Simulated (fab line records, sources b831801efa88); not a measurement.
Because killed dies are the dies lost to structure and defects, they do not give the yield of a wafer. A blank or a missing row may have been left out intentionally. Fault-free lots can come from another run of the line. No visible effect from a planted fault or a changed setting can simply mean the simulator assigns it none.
A single fault, viewed from 2 desks | flow sky130 | what lay behind the numbers comes last; until then each desk has only its own

== AT THE METROLOGY DESK ==
What the gauges read, lot by lot, whatever tool the lot ran on: means of the sampled wafers that have a number. The brackets show how far a lot's mean lies from the usual mean; more than 4 standard deviations puts the lot out of limits, marked OUT.
Columns: A = VIA3_W_RS at SKY_VIA3_RS_MEAS_22, usual 0.2944 ohm/sq; B = VIA3_W_THK at SKY_VIA3_THK_MEAS_23, usual 389 nm
lot  | first seen here | A      | B
L461 | day 39 08:10    | 0.2957 | 396
L465 | day 40 12:05    | 0.2961 | 388
L472 | day 43 09:22    | 0.2931 | 391
L474 | day 43 10:03    | 0.2945 | 394
L476 | day 44 15:42    | 0.2963 | 389
L483 | day 46 05:13    | 0.2923 | 404
This desk's verdict: no lot among the 6 shows anything out of limits.

== FOR THE TOOL OWNER'S DESK: pvd sputter-03 ==
The tool's own readings at SKY_METAL4_SPUTTER_03 (material Ti, target thk 5 nm, time 3.3 s): means of the sampled wafers that have a number, for each lot that ran on this tool. The brackets show how far a lot's mean lies from the usual mean; more than 4 standard deviations puts the lot out of limits, marked OUT.
Columns: A = throttle valve pct at SKY_METAL4_SPUTTER_03, usual 29.6 %
lot  | first seen here | A
L465 | day 40 12:35    | 29.9
L472 | day 43 09:55    | 28.5
L474 | day 43 10:37    | 28.9
L483 | day 46 06:02    | 29.8
This desk's verdict: no lot among the 4 shows anything out of limits.

== PUT TOGETHER ==
The metrology desk saw nothing out of limits.
The desk of the tool owner found nothing out of limits.

== WHAT THE SIMULATOR HAD PUT IN ==
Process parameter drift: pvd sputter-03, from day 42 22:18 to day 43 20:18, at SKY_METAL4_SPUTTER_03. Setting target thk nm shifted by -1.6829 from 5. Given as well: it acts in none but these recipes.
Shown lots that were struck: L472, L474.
